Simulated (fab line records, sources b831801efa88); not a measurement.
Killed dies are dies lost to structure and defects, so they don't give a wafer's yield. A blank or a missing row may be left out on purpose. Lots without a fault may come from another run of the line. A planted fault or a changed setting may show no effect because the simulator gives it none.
fab line records | flow gf180mcu
record lots=24 wafers=72 last_day=34
route steps=602 shown SALICIDE@284 CONTACT@311 M3@414 V4@479 PASSIVATION@589
lots that met no fault: from a run of the same line without faults
start_h: hours from the record's first day to the start of the lot's first wafer shown | wait_h: hours since the lot's step before | " the same as in the row above | L1.1+2: a row that stands for several wafers | - no value, or no start given | * or withheld: withheld | < > ~ a bound
route shown NAME@n: a module of which the file shows steps, and the number in the route of the first | usual: mean/standard deviation of fault-free wafers | same: alike in all rows | chamber/n: place in a boat | sites: the reading at each site | _std_site: their standard deviation | _edge_site: outer sites' mean less inner sites' | radius_mm: how far each site lies from the wafer's centre | mask NAME#n: copy n | behind: the tool/chamber that last shaped the wafer | hold: why the lot was held/for how many hours/how that ended | device: the transistor (n, p or np) that didn't switch | end of line: the same wafers' tests at the end of the route | a step without rows: its recipe alone | killed: dies lost to structure and defects at the first sort, not the wafer's yield | map: a wafer's dies, x killed, . not, _ none there
set.NAME: the setting as run; set.NAME@STEP: as run at that earlier step | model.NAME: the simulator's own value behind a step, which no gauge read
steps of the route over a sample of lots; a table a step, a row a wafer
services: from which hour (start_h, from the record's first day; less than 0 if before it) a tool's chamber was out of use, for how many hours, and why
## steps
# step GF_SALICIDE_RTA_06
# recipe temp_c=530 time_s=30 ambient=N2
# usual lamp_power_pct=5.8/0.32 wafer_temp_C_max=532.1/0.93
# same time_s=30
# columns lot.wafer tool chamber start_h wait_h lamp_power_pct wafer_temp_C_max
L074.1 rtp_anneal-01 0 335.91 0.1 6.2 533.2
L074.2 " 0 " " 6.2 532.3
L074.6 " 0 " " 6.2 532.6
L075.3 rtp_anneal-02 0 344.58 0.1 5.6 531.8
L075.5 " 0 " " 5.5 531.7
L075.6 " 0 " " 5.6 531.8
L076.2 rtp_anneal-02 0 351.69 0.1 5.6 531.4
L076.3 " 0 " " 5.5 531.1
L076.5 " 0 " " 5.6 531.2
L077.3 rtp_anneal-01 0 362.78 0.1 6.2 532.8
L077.4 " 0 " " 6.2 533.5
L077.5 " 0 " " 6.2 533.8
L078.1 rtp_anneal-01 0 370.94 0.1 6.2 532.5
L078.3 " 0 " " 6.2 532.8
L078.6 " 0 " " 6.2 534.1
L079.1 rtp_anneal-02 0 382.71 0.1 5.6 531.9
L079.3 " 0 " " 5.6 532.1
L079.4 " 0 " " 5.6 531.6
L080.1 rtp_anneal-02 0 391.12 0.1 5.6 531.2
L080.2 " 0 " " 5.6 532.0
L080.3 " 0 " " 5.6 531.3
L081.1 rtp_anneal-02 0 402.50 0.1 5.6 531.2
L081.4 " 0 " " 5.6 530.9
L081.6 " 0 " " 5.6 531.5
L083.1 rtp_anneal-01 0 413.28 0.1 6.2 532.9
L083.5 " 0 " " 6.2 534.0
L083.6 " 0 " " 6.2 533.0
L082.2 rtp_anneal-01 0 417.19 0.1 6.2 534.6
L082.5 " 0 " " 6.2 532.9
L082.6 " 0 " " 6.2 532.9
L084.1 rtp_anneal-02 0 436.52 0.1 5.6 531.0
L084.5 " 0 " " 5.5 531.4
L084.6 " 0 " " 5.6 531.6
L085.1 rtp_anneal-01 0 448.30 0.1 6.2 533.0
L085.2 " 0 " " 6.2 534.1
L085.4 " 0 " " 6.2 534.3
L086.3 rtp_anneal-02 0 451.65 0.1 5.6 531.5
L086.5 " 0 " " 5.6 531.5
L086.6 " 0 " " 5.6 531.0
L087.1 rtp_anneal-02 0 460.06 0.1 5.6 531.8
L087.3 " 0 " " 5.5 531.4
L087.4 " 0 " " 5.6 532.3
L088.1 rtp_anneal-02 0 467.91 0.1 5.6 531.6
L088.2 " 0 " " 5.6 531.7
L088.3 " 0 " " 5.5 531.6
L089.2 rtp_anneal-02 0 481.45 0.1 5.6 531.5
L089.3 " 0 " " 5.6 531.3
L089.5 " 0 " " 5.6 532.0
L090.2 rtp_anneal-02 0 485.48 0.1 5.6 531.9
L090.3 " 0 " " 5.6 531.5
L090.5 " 0 " " 5.6 531.6
L091.2 rtp_anneal-02 0 486.40 0.1 5.6 531.0
L091.4 " 0 " " 5.6 531.5
L091.5 " 0 " " 5.6 531.5
L092.2 rtp_anneal-02 0 497.60 0.1 5.6 531.3
L092.3 " 0 " " 5.6 531.0
L092.6 " 0 " " 5.6 531.3
L093.1 rtp_anneal-02 0 499.63 0.1 5.6 531.6
L093.3 " 0 " " 5.6 531.6
L093.4 " 0 " " 5.6 531.2
L094.1 rtp_anneal-02 0 518.50 0.1 5.6 531.4
L094.4 " 0 " " 5.5 531.7
L094.5 " 0 " " 5.6 531.5
L095.1 rtp_anneal-01 0 519.47 0.1 6.2 532.3
L095.4 " 0 " " 6.2 532.5
L095.6 " 0 " " 6.2 533.4
L096.2 rtp_anneal-01 0 524.82 0.1 6.2 532.7
L096.4 " 0 " " 6.2 532.7
L096.5 " 0 " " 6.2 532.9
L097.2 rtp_anneal-01 0 533.71 0.1 6.2 533.1
L097.4 " 0 " " 6.2 533.5
L097.5 " 0 " " 6.2 533.4
# step GF_CONTACT_CVD_24
# recipe material=W target_thk_nm=300 time_s=90.339 temp_c=400 pressure_torr=39.38
# usual heater_power_w=826/98
# same time_s=90.339
# columns lot.wafer tool chamber start_h wait_h heater_power_w
L074.1 cvd_w-02 1 359.66 0.0 679
L074.2 " 0 " " 921
L074.6 " 1 " " 690
L075.3 cvd_w-01 1 367.78 0.1 849
L075.5 " 0 " " 875
L075.6 " 1 " " 817
L076.2 cvd_w-02 1 375.05 0.0 695
L076.3 " 1 " " 688
L076.5 " 1 " " 676
L077.3 cvd_w-02 1 386.79 0.1 682
L077.4 " 0 " " 915
L077.5 " 1 " " 678
L078.1 cvd_w-02 0 394.92 0.0 961
L078.3 " 1 " " 686
L078.6 " 1 " " 672
L079.1 cvd_w-02 0 407.58 0.0 927
L079.3 " 1 " " 698
L079.4 " 0 " " 930
L080.1 cvd_w-01 1 415.40 0.0 786
L080.2 " 0 " " 879
L080.3 " 0 " " 892
L081.1 cvd_w-01 0 427.55 0.0 866
L081.4 " 1 " " 792
L081.6 " 0 " " 882
L083.1 cvd_w-01 0 438.12 0.0 877
L083.5 " 1 " " 789
L083.6 " 0 " " 895
L082.2 cvd_w-02 0 443.35 0.0 965
L082.5 " 0 " " 938
L082.6 " 1 " " 684
L084.1 cvd_w-01 1 462.73 0.0 768
L084.5 " 1 " " 769
L084.6 " 0 " " 884
L085.1 cvd_w-02 0 473.93 0.0 946
L085.2 " 1 " " 677
L085.4 " 0 " " 943
L086.3 cvd_w-02 1 477.78 0.1 693
L086.5 " 0 " " 938
L086.6 " 1 " " 671
L087.1 cvd_w-02 1 485.63 0.0 680
L087.3 " 0 " " 939
L087.4 " 1 " " 707
L088.1 cvd_w-02 1 493.48 0.0 688
L088.2 " 0 " " 947
L088.3 " 0 " " 943
L089.2 cvd_w-01 1 506.61 0.0 789
L089.3 " 1 " " 797
L089.5 " 1 " " 783
L090.2 cvd_w-01 0 510.58 0.0 907
L090.3 " 1 " " 765
L090.5 " 1 " " 795
L091.2 cvd_w-01 0 511.75 0.0 865
L091.4 " 1 " " 776
L091.5 " 1 " " 811
L092.2 cvd_w-01 0 521.74 0.0 907
L092.3 " 0 " " 888
L092.6 " 1 " " 791
L093.1 cvd_w-01 0 524.50 0.0 888
L093.3 " 0 " " 881
L093.4 " 1 " " 810
L094.1 cvd_w-02 1 542.36 0.0 705
L094.4 " 0 " " 958
L094.5 " 0 " " 958
L095.1 cvd_w-01 0 543.56 0.0 904
L095.4 " 0 " " 879
L095.6 " 1 " " 812
L096.2 cvd_w-01 1 549.07 0.0 815
L096.4 " 0 " " 884
L096.5 " 0 " " 899
L097.2 cvd_w-02 0 557.76 0.0 959
L097.4 " 0 " " 962
L097.5 " 1 " " 711
# step GF_M3_RS_MEAS_05
# recipe thk_meas_gauge=four-point-probe reads=TiN_of_M3_SPUTTER_04+Ti_of_M3_SPUTTER_03+AlCu_of_M3_SPUTTER_02+TiN_of_M3_SPUTTER_01+Ti_of_M3_SPUTTER_00
# usual M3_ALCU_RS=0.0696/0.00073
# columns lot.wafer tool chamber start_h wait_h M3_ALCU_RS[ohm/sq]
L074.1 film_metro-02 - 460.96 0.0 0.0714
L074.2 " - " " 0.0706
L074.6 " - " " 0.0695
L075.3 film_metro-03 - 469.73 0.1 0.0689
L075.5 " - " " 0.0690
L075.6 " - " " 0.0686
L076.2 film_metro-03 - 476.53 0.0 0.0681
L076.3 " - " " 0.0694
L076.5 " - " " 0.0692
L077.3 film_metro-03 - 488.75 0.1 0.0696
L077.4 " - " " 0.0688
L077.5 " - " " 0.0694
L078.1 film_metro-02 - 498.11 0.0 0.0701
L078.3 " - " " 0.0698
L078.6 " - " " 0.0696
L079.1 film_metro-02 - 509.71 0.0 0.0697
L079.3 " - " " 0.0695
L079.4 " - " " 0.0692
L080.1 film_metro-03 - 519.76 0.0 0.0708
L080.2 " - " " 0.0703
L080.3 " - " " 0.0701
L081.1 film_metro-03 - 531.05 0.0 0.0698
L081.4 " - " " 0.0698
L081.6 " - " " 0.0701
L083.1 film_metro-04 - 540.66 0.0 0.0693
L083.5 " - " " 0.0698
L083.6 " - " " 0.0685
L082.2 film_metro-04 - 545.58 0.0 0.0703
L082.5 " - " " 0.0709
L082.6 " - " " 0.0711
L084.1 film_metro-02 - 564.03 0.0 0.0703
L084.5 " - " " 0.0694
L084.6 " - " " 0.0707
L085.1 film_metro-02 - 573.31 0.0 0.0704
L085.2 " - " " 0.0695
L085.4 " - " " 0.0688
L086.3 film_metro-02 - 575.59 0.1 0.0695
L086.5 " - " " 0.0691
L086.6 " - " " 0.0693
L087.1 film_metro-03 - 583.95 0.0 0.0689
L087.3 " - " " 0.0710
L087.4 " - " " 0.0705
L088.1 film_metro-02 - 591.51 0.0 0.0691
L088.2 " - " " 0.0686
L088.3 " - " " 0.0684
L089.2 film_metro-04 - 602.10 0.0 0.0681
L089.3 " - " " 0.0690
L089.5 " - " " 0.0691
L090.2 film_metro-03 - 606.68 0.0 0.0688
L090.3 " - " " 0.0687
L090.5 " - " " 0.0688
L091.2 film_metro-03 - 607.81 0.0 0.0698
L091.4 " - " " 0.0706
L091.5 " - " " 0.0694
L092.2 film_metro-02 - 616.63 0.0 0.0696
L092.3 " - " " 0.0691
L092.6 " - " " 0.0696
L093.1 film_metro-04 - 619.41 0.0 0.0704
L093.3 " - " " 0.0698
L093.4 " - " " 0.0700
L094.1 film_metro-03 - 633.94 0.0 0.0695
L094.4 " - " " 0.0700
L094.5 " - " " 0.0689
L095.1 film_metro-02 - 635.68 0.0 0.0692
L095.4 " - " " 0.0700
L095.6 " - " " 0.0688
L096.2 film_metro-03 - 640.89 0.0 0.0694
L096.4 " - " " 0.0709
L096.5 " - " " 0.0698
L097.2 film_metro-02 - 649.17 0.0 0.0704
L097.4 " - " " 0.0701
L097.5 " - " " 0.0705
# step GF_V4_THK_MEAS_03
# recipe reads=SiO2_of_V4_CVD_02
# usual V4_CVD_02_THK=850/9.6
# columns lot.wafer tool chamber start_h wait_h V4_CVD_02_THK[nm]
L074.1 film_metro-01 - 536.58 0.0 842
L074.2 " - " " 845
L074.6 " - " " 854
L075.3 film_metro-01 - 543.51 0.1 844
L075.5 " - " " 861
L075.6 " - " " 857
L076.2 film_metro-03 - 550.36 0.0 848
L076.3 " - " " 836
L076.5 " - " " 854
L077.3 film_metro-01 - 562.65 0.1 842
L077.4 " - " " 857
L077.5 " - " " 844
L078.1 film_metro-01 - 570.35 0.0 843
L078.3 " - " " 837
L078.6 " - " " 849
L079.1 film_metro-04 - 581.09 0.0 843
L079.3 " - " " 839
L079.4 " - " " 862
L080.1 film_metro-04 - 590.22 0.0 842
L080.2 " - " " 840
L080.3 " - " " 833
L081.1 film_metro-04 - 601.20 0.0 846
L081.4 " - " " 852
L081.6 " - " " 867
L083.1 film_metro-03 - 610.61 0.0 847
L083.5 " - " " 858
L083.6 " - " " 845
L082.2 film_metro-04 - 614.58 0.0 839
L082.5 " - " " 856
L082.6 " - " " 840
L084.1 film_metro-01 - 631.18 0.0 843
L084.5 " - " " 867
L084.6 " - " " 862
L085.1 film_metro-01 - 640.63 0.0 852
L085.2 " - " " 844
L085.4 " - " " 867
L086.3 film_metro-04 - 641.75 0.1 847
L086.5 " - " " 868
L086.6 " - " " 848
L087.1 film_metro-01 - 649.93 0.0 858
L087.3 " - " " 846
L087.4 " - " " 858
L088.1 film_metro-04 - 657.25 0.1 846
L088.2 " - " " 849
L088.3 " - " " 864
L089.2 film_metro-04 - 665.95 0.0 844
L089.3 " - " " 845
L089.5 " - " " 859
L090.2 film_metro-03 - 670.81 0.0 837
L090.3 " - " " 845
L090.5 " - " " 863
L091.2 film_metro-04 - 671.46 0.1 839
L091.4 " - " " 851
L091.5 " - " " 847
L092.2 film_metro-03 - 680.44 0.0 828
L092.3 " - " " 846
L092.6 " - " " 850
L093.1 film_metro-03 - 683.18 0.0 842
L093.3 " - " " 844
L093.4 " - " " 856
L094.1 film_metro-01 - 695.88 0.0 850
L094.4 " - " " 865
L094.5 " - " " 850
L095.1 film_metro-03 - 698.11 0.0 834
L095.4 " - " " 841
L095.6 " - " " 853
L096.2 film_metro-01 - 702.01 0.0 845
L096.4 " - " " 863
L096.5 " - " " 860
L097.2 film_metro-03 - 708.34 0.1 851
L097.4 " - " " 854
L097.5 " - " " 858
# step GF_V4_SPUTTER_21
# recipe material=Ti target_thk_nm=15 chamber_pressure_pa=5 power_w=2500 substrate_temp_c=200 time_s=80.02
# usual throttle_valve_pct=30.0/0.89
# same time_s=80.02
# columns lot.wafer tool chamber start_h wait_h throttle_valve_pct
L074.1 pvd_sputter-04 - 560.45 0.0 30.9
L074.2 " - " " 28.4
L074.6 " - " " 30.6
L075.3 pvd_sputter-01 - 567.24 0.0 29.1
L075.5 " - " " 31.4
L075.6 " - " " 29.2
L076.2 pvd_sputter-03 - 573.69 0.0 29.4
L076.3 " - " " 29.4
L076.5 " - " " 29.7
L077.3 pvd_sputter-03 - 585.85 0.0 30.1
L077.4 " - " " 29.3
L077.5 " - " " 29.3
L078.1 pvd_sputter-01 - 593.40 0.0 29.0
L078.3 " - " " 29.3
L078.6 " - " " 31.4
L079.1 pvd_sputter-03 - 603.18 0.0 30.7
L079.3 " - " " 29.5
L079.4 " - " " 30.4
L080.1 pvd_sputter-01 - 611.88 0.0 28.9
L080.2 " - " " 31.3
L080.3 " - " " 29.1
L081.1 pvd_sputter-03 - 621.90 0.0 29.1
L081.4 " - " " 30.6
L081.6 " - " " 30.4
L083.1 pvd_sputter-04 - 632.08 0.0 30.0
L083.5 " - " " 28.5
L083.6 " - " " 30.4
L082.2 pvd_sputter-04 - 636.89 0.0 29.3
L082.5 " - " " 31.0
L082.6 " - " " 28.8
L084.1 pvd_sputter-04 - 652.34 0.0 30.4
L084.5 " - " " 30.4
L084.6 " - " " 29.7
L085.1 pvd_sputter-03 - 661.33 0.0 29.3
L085.2 " - " " 29.3
L085.4 " - " " 30.6
L086.3 pvd_sputter-04 - 662.60 0.0 31.0
L086.5 " - " " 29.3
L086.6 " - " " 30.2
L087.1 pvd_sputter-01 - 670.55 0.0 29.1
L087.3 " - " " 31.0
L087.4 " - " " 31.6
L088.1 pvd_sputter-03 - 677.93 0.0 29.5
L088.2 " - " " 30.4
L088.3 " - " " 29.5
L089.2 pvd_sputter-03 - 686.20 0.0 30.2
L089.3 " - " " 29.4
L089.5 " - " " 29.3
L090.2 pvd_sputter-04 - 690.73 0.0 29.6
L090.3 " - " " 31.0
L090.5 " - " " 28.7
L091.2 pvd_sputter-01 - 691.08 0.0 31.4
L091.4 " - " " 28.8
L091.5 " - " " 29.5
L092.2 pvd_sputter-04 - 700.62 0.0 28.3
L092.3 " - " " 29.5
L092.6 " - " " 30.9
L093.1 pvd_sputter-01 - 702.60 0.0 31.2
L093.3 " - " " 29.2
L093.4 " - " " 31.4
L094.1 pvd_sputter-04 - 715.10 0.0 30.4
L094.4 " - " " 30.8
L094.5 " - " " 30.4
L095.1 pvd_sputter-03 - 717.33 0.0 31.0
L095.4 " - " " 29.3
L095.6 " - " " 29.4
L096.2 pvd_sputter-04 - 721.56 0.0 28.4
L096.4 " - " " 31.0
L096.5 " - " " 29.4
L097.2 pvd_sputter-03 - 727.55 0.0 29.4
L097.4 " - " " 29.4
L097.5 " - " " 30.2
# step GF_PASSIVATION_CVD_02
# recipe material=Si3N4 target_thk_nm=700 time_s=486.18 temp_c=400 rf_w=450
# usual heater_power_w=785/88
# same time_s=486.18
# columns lot.wafer tool chamber start_h wait_h heater_power_w
L074.1 pecvd-02 2 650.94 0.1 788
L074.2 " 0 " " 820
L074.6 " 0 " " 814
L075.3 pecvd-04 0 655.86 0.0 691
L075.5 " 2 " " 680
L075.6 " 1 " " 755
L076.2 pecvd-02 2 661.13 0.0 863
L076.3 " 0 " " 778
L076.5 " 2 " " 713
L077.3 pecvd-02 2 673.77 0.0 845
L077.4 " 2 " " 714
L077.5 " 0 " " 673
L078.1 pecvd-04 0 679.38 0.1 717
L078.3 " 1 " " 829
L078.6 " 1 " " 834
L079.1 pecvd-04 1 687.96 0.1 815
L079.3 " 0 " " 761
L079.4 " 2 " " 742
L080.1 pecvd-01 1 696.81 0.1 729
L080.2 " 2 " " 951
L080.3 " 0 " " 921
L081.1 pecvd-02 0 706.20 0.1 818
L081.4 " 0 " " 650
L081.6 " 1 " " 677
L083.1 pecvd-01 2 712.54 0.1 810
L083.5 " 2 " " 954
L083.6 " 0 " " 835
L082.2 pecvd-01 0 717.81 0.0 865
L082.5 " 0 " " 924
L082.6 " 2 " " 880
L084.1 pecvd-02 2 731.33 0.1 832
L084.5 " 2 " " 891
L084.6 " 0 " " 785
L086.3 pecvd-04 2 740.13 0.0 828
L086.5 " 1 " " 848
L086.6 " 0 " " 728
L085.1 pecvd-01 1 740.61 0.1 747
L085.2 " 2 " " 880
L085.4 " 1 " " 779
L087.1 pecvd-04 0 748.48 0.1 762
L087.3 " 1 " " 781
L087.4 " 2 " " 668
L088.1 pecvd-02 0 754.41 0.1 724
L088.2 " 1 " " 718
L088.3 " 2 " " 894
L089.2 pecvd-04 1 761.70 0.0 763
L089.3 " 0 " " 720
L089.5 " 2 " " 699
L090.2 pecvd-01 2 765.75 0.0 970
L090.3 " 1 " " 822
L090.5 " 2 " " 803
L091.2 pecvd-02 2 767.49 0.0 876
L091.4 " 2 " " 705
L091.5 " 1 " " 607
L092.2 pecvd-02 1 775.63 0.0 702
L092.3 " 0 " " 823
L092.6 " 0 " " 662
L093.1 pecvd-04 0 777.24 0.1 690
L093.3 " 2 " " 835
L093.4 " 0 " " 718
L094.1 pecvd-04 2 788.23 0.1 736
L094.4 " 0 " " 616
L094.5 " 2 " " 774
L095.1 pecvd-01 2 789.26 0.1 985
L095.4 " 0 " " 914
L095.6 " 2 " " 993
L096.2 pecvd-04 0 793.59 0.0 753
L096.4 " 0 " " 610
L096.5 " 2 " " 821
L097.2 pecvd-02 1 797.78 0.0 640
L097.4 " 0 " " 657
L097.5 " 2 " " 810
## services
# columns tool chamber start_h hours kind
pvd_sputter-03 - 349.56 4.2 repair
cvd_w-01 0 350.55 4.9 repair
cvd_w-02 - 364.83 0.6 repair
pecvd-04 - 368.88 14.0 pm
cvd_w-01 1 375.61 7.4 repair
pecvd-04 2 384.51 4.2 repair
cvd_w-01 - 390.00 14.0 pm
pecvd-02 - 396.28 2.8 pm
pecvd-04 2 398.19 1.7 repair
pecvd-04 0 419.64 5.7 repair
pvd_sputter-04 - 423.14 9.5 repair
cvd_w-01 0 429.92 2.9 repair
pvd_sputter-04 - 432.60 17.3 repair
cvd_w-01 1 450.40 2.3 repair
pecvd-04 - 454.44 0.9 repair
pecvd-02 0 456.73 27.0 repair
cvd_w-01 1 481.76 8.6 repair
cvd_w-02 1 526.59 4.6 repair
rtp_anneal-02 - 531.13 3.4 pm
cvd_w-02 - 563.70 1.3 repair
cvd_w-01 0 675.32 7.6 repair
cvd_w-01 1 719.30 8.3 repair
cvd_w-02 - 758.86 2.4 repair
cvd_w-01 - 774.66 4.3 pm
## key
fault none
